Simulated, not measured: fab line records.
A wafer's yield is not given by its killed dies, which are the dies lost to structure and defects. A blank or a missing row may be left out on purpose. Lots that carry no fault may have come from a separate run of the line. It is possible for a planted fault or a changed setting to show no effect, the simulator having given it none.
fab line records -- flow sky130
[record] lots = 6, wafers = 18, last-day = 50
route steps=708 shown SD_P@359 RES_XHIGH@360 SALICIDE@361 LI_CONTACT@362
lots untouched by any fault: they come from a run of this same line in which no faults occurred
start-h: hours from the record's opening day to when the first of the lot's shown wafers began -- wait-h: how many hours have passed since the lot's step before this one -- " same as the row above -- L1.1+2: a row that stands for several wafers -- - value missing, or start not given -- * or withheld: withheld -- < > ~ a bound
route shown NAME@n: names a module that has steps shown in the file, with the first one's number in the route -- usual: mean and standard deviation over wafers with no fault -- same: alike in all rows -- chamber/n: place in a boat -- sites: each site's reading -- _std_site: the values' standard deviation -- _edge_site: mean of outer sites minus mean of inner sites -- radius-mm: for every site, how far away it sits from the centre of the wafer -- mask NAME#n: copy n -- behind: the tool/chamber that last shaped the wafer -- hold: cause of the lot's hold/its duration in hours/its outcome -- device: transistor that didn't switch, given as n, p or np -- end of line: the same wafers' tests at the end of the route -- for a step that has no rows: nothing shown but its recipe -- killed: count of dies lost to structure and defects at first sort (not the wafer's yield) -- map: shows each die of a wafer: x if killed, . if not, _ if none is there
set.NAME: the setting as run; set.NAME@STEP: as run at that earlier step -- model.NAME: the simulator's own value behind a step, which no gauge read
lots seen at some steps along the route; tables by step, rows by wafer
services: the hour from which a tool's chamber was out of use, counted from the record's first day as start-h (under 0 if before that day), plus the number of hours and why
[[steps]]
[step SKY_SD_N_RS_MEAS_17]
[recipe] thk-meas-gauge = four-point-probe
[usual] SD_P_RS = 147.3/0.36
lot.wafer,tool,chamber,start-h,wait-h,SD_P_RS[ohm/sq]
L261.2,film-metro-01,-,719.21,0.1,147.7
L261.3,film-metro-01,-,719.21,0.1,147.4
L261.5,film-metro-01,-,719.21,0.1,147.8
L263.1,film-metro-02,-,743.14,0.1,146.7
L263.4,film-metro-02,-,743.14,0.1,147.1
L263.6,film-metro-02,-,743.14,0.1,146.4
L264.4,film-metro-02,-,752.72,0.1,147.5
L264.5,film-metro-02,-,752.72,0.1,147.2
L264.6,film-metro-02,-,752.72,0.1,146.8
L270.1,film-metro-03,-,795.14,0.1,147.5
L270.3,film-metro-03,-,795.14,0.1,147.5
L270.5,film-metro-03,-,795.14,0.1,147.3
L272.1,film-metro-01,-,802.80,0.1,147.6
L272.2,film-metro-01,-,802.80,0.1,147.6
L272.5,film-metro-01,-,802.80,0.1,147.6
L275.1,film-metro-01,-,818.89,0.1,147.2
L275.3,film-metro-01,-,818.89,0.1,147.2
L275.5,film-metro-01,-,818.89,0.1,147.4
[step SKY_SD_N_RS_MEAS_18]
[recipe] thk-meas-gauge = four-point-probe
[usual] RES_XHIGH_RS = 333.3/1.3
lot.wafer,tool,chamber,start-h,wait-h,RES_XHIGH_RS[ohm/sq]
L261.2,film-metro-01,-,719.33,0.1,333.9
L261.3,film-metro-01,-,719.33,0.1,334.7
L261.5,film-metro-01,-,719.33,0.1,332.9
L263.1,film-metro-02,-,743.26,0.1,331.8
L263.4,film-metro-02,-,743.26,0.1,332.4
L263.6,film-metro-02,-,743.26,0.1,331.4
L264.4,film-metro-02,-,752.84,0.1,333.9
L264.5,film-metro-02,-,752.84,0.1,334.2
L264.6,film-metro-02,-,752.84,0.1,335.0
L270.1,film-metro-03,-,795.26,0.1,332.4
L270.3,film-metro-03,-,795.26,0.1,332.2
L270.5,film-metro-03,-,795.26,0.1,332.4
L272.1,film-metro-01,-,802.92,0.1,334.9
L272.2,film-metro-01,-,802.92,0.1,334.3
L272.5,film-metro-01,-,802.92,0.1,334.2
L275.1,film-metro-01,-,819.01,0.1,333.3
L275.3,film-metro-01,-,819.01,0.1,333.6
L275.5,film-metro-01,-,819.01,0.1,332.9
[step SKY_SALICIDE_CLEAN_00]
[recipe] chemistry = HF-last, time-s = 30, dilution = 100:1, dry = ipa-marangoni
[step SKY_LI_CONTACT_HDPCVD_00]
[recipe] material = PSG, target-thk-nm = 930, sigma-open-frac = 0.3, time-s = 155, temp-c = 600, sih4-flow-sccm = 60, pressure-mtorr = 6
[step SKY_LI_CONTACT_THK_MEAS_01]
[recipe] reads = PSG_of_LI_CONTACT_HDPCVD_00
[usual] LI_CONTACT_HDPCVD_THK = 934/10
lot.wafer,tool,chamber,start-h,wait-h,LI_CONTACT_HDPCVD_THK[nm]
L261.2,film-metro-01,-,719.56,0.1,924
L261.3,film-metro-01,-,719.56,0.1,927
L261.5,film-metro-01,-,719.56,0.1,932
L263.1,film-metro-03,-,743.50,0.1,921
L263.4,film-metro-03,-,743.50,0.1,928
L263.6,film-metro-03,-,743.50,0.1,934
L264.4,film-metro-03,-,753.05,0.0,944
L264.5,film-metro-03,-,753.05,0.0,936
L264.6,film-metro-03,-,753.05,0.0,938
L270.1,film-metro-01,-,795.50,0.1,919
L270.3,film-metro-01,-,795.50,0.1,931
L270.5,film-metro-01,-,795.50,0.1,923
L272.1,film-metro-03,-,803.16,0.1,931
L272.2,film-metro-03,-,803.16,0.1,947
L272.5,film-metro-03,-,803.16,0.1,940
L275.1,film-metro-02,-,819.25,0.1,940
L275.3,film-metro-02,-,819.25,0.1,959
L275.5,film-metro-02,-,819.25,0.1,940
[step SKY_LI_CONTACT_CMP_02]
[recipe] material = PSG, down-force-psi = 4, platen-rpm = 60, pad-velocity-m-s = 0.94248
[usual] motor-current-A = 12.6/1.2, time-to-endpoint-s = 32.5/2.4
lot.wafer,tool,chamber,start-h,wait-h,motor-current-A,time-to-endpoint-s
L261.2,cmp-01,3,719.66,0.1,12.8,30.2
L261.3,cmp-01,1,719.66,0.1,11.4,26.3
L261.5,cmp-01,3,719.66,0.1,13.7,31.3
L263.1,cmp-01,1,743.56,0.1,12.2,27.4
L263.4,cmp-01,3,743.56,0.1,13.0,33.4
L263.6,cmp-01,1,743.56,0.1,12.2,30.4
L264.4,cmp-02,0,753.23,0.2,10.3,32.9
L264.6,cmp-02,1,753.23,0.2,13.6,33.4
L264.5,cmp-02,2,753.23,0.2,12.3,32.9
L270.1,cmp-01,0,795.61,0.1,11.5,32.0
L270.3,cmp-01,2,795.61,0.1,15.6,31.8
L270.5,cmp-01,0,795.61,0.1,12.1,31.2
L272.2,cmp-02,0,803.22,0.0,10.8,29.0
L272.1,cmp-02,2,803.22,0.0,12.9,34.0
L272.5,cmp-02,1,803.22,0.0,12.9,32.6
L275.1,cmp-01,3,819.36,0.1,13.4,29.7
L275.3,cmp-01,1,819.36,0.1,12.3,30.0
L275.5,cmp-01,3,819.36,0.1,13.9,30.9
[step SKY_LI_CONTACT_BOW_MEAS_03]
[recipe] mode = bow
[usual] LI_CONTACT_BOW = 54/6.1
lot.wafer,tool,chamber,start-h,wait-h,LI_CONTACT_BOW[um]
L261.2,film-metro-01,-,719.93,0.2,54
L261.3,film-metro-01,-,719.93,0.2,58
L261.5,film-metro-01,-,719.93,0.2,55
L263.1,film-metro-03,-,743.86,0.2,63
L263.4,film-metro-03,-,743.86,0.2,56
L263.6,film-metro-03,-,743.86,0.2,45
L264.4,film-metro-02,-,753.44,0.2,62
L264.5,film-metro-02,-,753.44,0.2,49
L264.6,film-metro-02,-,753.44,0.2,60
L270.1,film-metro-01,-,795.86,0.2,60
L270.3,film-metro-01,-,795.86,0.2,53
L270.5,film-metro-01,-,795.86,0.2,67
L272.1,film-metro-02,-,803.52,0.1,49
L272.2,film-metro-02,-,803.52,0.1,63
L272.5,film-metro-02,-,803.52,0.1,55
L275.1,film-metro-01,-,819.61,0.2,61
L275.3,film-metro-01,-,819.61,0.2,60
L275.5,film-metro-01,-,819.61,0.2,61
[step SKY_LI_CONTACT_DEHYDRATE_04]
[recipe] temp-c = 200, time-s = 60
[step SKY_LI_CONTACT_HMDS_05]
[recipe] prime-time-s = 60, prime-temp-c = 120
[step SKY_LI_CONTACT_COAT_06]
[recipe] resist = BARC, temp-c = withheld, time-s = withheld, spin-rpm = 3000, resist-thk-nm = 60
[step SKY_LI_CONTACT_COAT_07]
[recipe] resist = KrF-thick, spin-rpm = 3000, resist-thk-nm = 450
[step SKY_LI_CONTACT_SOFTBAKE_08]
[recipe] temp-c = 100, time-s = 90, resist = KrF-thick
[step SKY_LI_CONTACT_EXPOSE_09]
[recipe] mask-id = LICM1, na = 0.8, source-shape = annular, sigma-inner = 0.55, sigma-outer = 0.85, target-cd-nm = 170, dose-mj = 38
[usual] exposure-dose-mJ-cm2 = 37.99/0.034, focus-offset-nm = 0.1/0.5, sigma-inner = 0.55/0
lot.wafer,tool,chamber,start-h,wait-h,mask,exposure-dose-mJ-cm2,focus-offset-nm,sigma-inner
L261.2,krf-scanner-02,0,736.74,-,LICM1#0,37.95,-0.1,0.55
L261.3,krf-scanner-02,0,736.74,-,LICM1#0,37.99,-0.1,0.55
L261.5,krf-scanner-02,0,736.74,-,LICM1#0,37.89,0.4,0.55
L263.1,krf-scanner-02,-,757.66,-,LICM1#0,-,-,-
L263.4,krf-scanner-02,-,757.66,-,LICM1#0,-,-,-
L263.6,krf-scanner-02,-,757.66,-,LICM1#0,-,-,-
L264.4,krf-scanner-01,-,767.22,-,LICM1#0,-,-,-
L264.5,krf-scanner-01,-,767.22,-,LICM1#0,-,-,-
L264.6,krf-scanner-01,-,767.22,-,LICM1#0,-,-,-
L270.1,krf-scanner-02,0,808.72,-,LICM1#0,37.98,-0.2,0.55
L270.3,krf-scanner-02,0,808.72,-,LICM1#0,37.99,-0.3,0.55
L270.5,krf-scanner-02,0,808.72,-,LICM1#0,37.99,-0.5,0.55
L272.1,krf-scanner-02,0,815.84,-,LICM1#0,38.00,1.1,0.55
L272.2,krf-scanner-02,0,815.84,-,LICM1#0,38.03,-0.2,0.55
L272.5,krf-scanner-02,0,815.84,-,LICM1#0,38.03,0.4,0.55
L275.1,krf-scanner-02,0,833.67,-,LICM1#0,38.00,0.0,0.55
L275.3,krf-scanner-02,0,833.67,-,LICM1#0,38.00,-0.5,0.55
L275.5,krf-scanner-02,0,833.67,-,LICM1#0,38.02,-0.3,0.55
[step SKY_LI_CONTACT_PEB_10]
[recipe] peb-temp-c = withheld, peb-time-s = withheld, resist = KrF-thick
[[services]]
tool,chamber,start-h,hours,kind
krf-scanner-02,-,717.04,1.3,pm
krf-scanner-02,-,725.78,9.4,repair
cmp-01,-,733.63,9.0,pm
krf-scanner-01,-,736.42,4.4,pm
krf-scanner-01,-,740.79,1.3,pm
krf-scanner-01,-,742.09,1.0,pm
krf-scanner-02,-,743.21,3.6,pm
cmp-01,-,744.00,4.0,pm
cmp-01,-,748.00,-,consumable-replace:conditioner
cmp-01,-,748.00,-,consumable-replace:pad
cmp-01,-,750.34,0.9,repair
cmp-01,-,751.35,20.8,repair
krf-scanner-01,-,760.02,2.6,repair
krf-scanner-02,-,766.04,7.2,pm
krf-scanner-01,-,773.24,0.8,pm
krf-scanner-01,-,773.99,0.8,pm
cmp-01,-,782.50,1.8,repair
krf-scanner-02,-,783.85,0.8,pm
krf-scanner-02,-,786.52,2.3,repair
cmp-02,-,796.42,4.6,repair
krf-scanner-02,-,796.74,1.0,pm
cmp-02,-,824.73,0.3,repair
cmp-02,-,828.86,4.7,pm
[[key]]
[first-sign] step = SKY_LI_CONTACT_EXPOSE_09, reading = tool-record, direction = missing
effect none on later readings
met-at SKY_LI_CONTACT_EXPOSE_09
struck-wafers L263.1,L263.4,L263.6,L264.4,L264.5,L264.6
later-rows-left-out L263.1,L263.4,L263.6,L264.4,L264.5,L264.6
sort-left-out L263.1,L263.4,L263.6,L264.4,L264.5,L264.6
tester-left-out L263,L264
onset-between 736.74 757.66
[fault] kind = skipped-step-whole, tool = krf-scanner-01,krf-scanner-02, chamber = -, onset-h = 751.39, steps = SKY_LI_CONTACT_EXPOSE_09, scope = struck-lots-only
// tester-left-out: of these lots the tester's yield and bins aren't shown, on N5 and GAA mostly nor the transistor test; their killed dies are dies lost to structure and defects alone, not to doping, threshold or leakage, so they don't give the yield
// sort-left-out: the simulated sort isn't trusted on such a fault, so these wafers' sort isn't shown, and their yield isn't known
// later-rows-left-out: the simulator's readings of these wafers behind a module that went badly wrong aren't trusted and aren't shown, but for the sort
